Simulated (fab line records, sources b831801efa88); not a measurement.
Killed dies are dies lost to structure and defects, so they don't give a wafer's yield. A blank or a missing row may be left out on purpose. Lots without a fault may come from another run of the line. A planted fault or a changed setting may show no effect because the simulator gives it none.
Chamber matching | flow sky130 | SKY_PASSIVATION_CVD_02 on pecvd-03: 3 sister chambers
The step deposits Si3N4, target thk 540 nm. 6 wafers are shown with their chamber, then 9 later ones without.

WAFERS WITH THEIR CHAMBER
wafer  | chamber | heater_power_w (W)
L080.4 | 0       | 679
L084.4 | 1       | 740
L084.6 | 2       | 809
L085.1 | 2       | 769
L085.4 | 0       | 572
L085.5 | 1       | 785

WAFERS WITHOUT THEIR CHAMBER
wafer  | heater_power_w (W)
L089.1 | 620
L089.2 | 791
L089.5 | 679
L092.1 | 659
L092.5 | 653
L092.6 | 755
L094.2 | 806
L094.3 | 671
L094.4 | 686

WHICH CHAMBER EACH WENT THROUGH
wafer  | from the rows above          | in truth
L089.1 | 0                            | 0
L089.2 | can't be placed: 2 or 1      | 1
L089.5 | can't be placed: 0 or 1 or 2 | 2
L092.1 | can't be placed: 0 or 1 or 2 | 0
L092.5 | can't be placed: 0 or 1      | 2
L092.6 | can't be placed: 1 or 2      | 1
L094.2 | can't be placed: 2 or 1      | 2
L094.3 | can't be placed: 0 or 1 or 2 | 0
L094.4 | can't be placed: 0 or 1 or 2 | 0
Placed correctly: 1 of 9. Can't be placed from these rows: 8 (the true chamber is among the candidates in 7). Placed wrongly: 0.
How it was worked out, from the rows above alone: a wafer's distance from a chamber is the root of the sum, over the readings, of the square of ((its reading less the chamber's mean) divided by the reading's scatter). The wafer belongs to the nearest chamber; if the next one is less than 2 further off, it can't be placed. A chamber's mean is the mean of its shown wafers. The scatter: the root of (the sum of the squares of (reading less its chamber's mean) over the shown wafers, divided by (wafers less chambers)).
